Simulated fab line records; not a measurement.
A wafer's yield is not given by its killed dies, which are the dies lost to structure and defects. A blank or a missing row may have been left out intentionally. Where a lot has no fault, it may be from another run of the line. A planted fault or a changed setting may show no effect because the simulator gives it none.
Chamber matching :: flow gf180mcu :: GF_MIM_CVD_05 on pecvd-01 has 3 sister chambers
The step deposits Si3N4, target thk 42 nm, time 29.086 s. 3 wafers are shown with their chamber, then 9 later ones without.

== WAFERS WITH THEIR CHAMBER ==
wafer: L088.3
chamber: 2
heater_power_w (W): 708

wafer: L088.5
chamber: 1
heater_power_w (W): 680

wafer: L088.6
chamber: 0
heater_power_w (W): 835

== WAFERS WITHOUT THEIR CHAMBER ==
wafer: L093.3
heater_power_w (W): 777

wafer: L093.4
heater_power_w (W): 651

wafer: L093.6
heater_power_w (W): 803

wafer: L095.1
heater_power_w (W): 647

wafer: L095.5
heater_power_w (W): 644

wafer: L095.6
heater_power_w (W): 637

wafer: L097.3
heater_power_w (W): 764

wafer: L097.5
heater_power_w (W): 778

wafer: L097.6
heater_power_w (W): 692

== CHAMBER TAKEN BY EACH ==
wafer: L093.3
from the rows above: can't be placed: 0 or 2 or 1
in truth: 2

wafer: L093.4
from the rows above: can't be placed: 1 or 2
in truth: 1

wafer: L093.6
from the rows above: can't be placed: 0 or 2
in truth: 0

wafer: L095.1
from the rows above: can't be placed: 1 or 2
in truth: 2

wafer: L095.5
from the rows above: can't be placed: 1 or 2
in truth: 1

wafer: L095.6
from the rows above: can't be placed: 1 or 2
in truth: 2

wafer: L097.3
from the rows above: can't be placed: 2 or 0 or 1
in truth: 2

wafer: L097.5
from the rows above: can't be placed: 0 or 2 or 1
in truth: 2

wafer: L097.6
from the rows above: can't be placed: 1 or 2
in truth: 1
Placed correctly: 0 of 9. Cannot be placed on the basis of these rows: 9; the candidates contain the true chamber in 9. Placed wrongly: 0.
How it was worked out, from the rows above alone: a wafer's distance from a chamber is the root of the sum, over the readings, of the square of ((its reading less the chamber's mean) divided by the reading's scatter). If the next closest chamber is less than 2 further off than the closest, the wafer can't be placed; otherwise it belongs to the closest. A chamber's mean is the mean of its shown wafers. The scatter: root of mean squared gap, hidden wafer to nearest shown wafer, with one shown wafer a chamber.
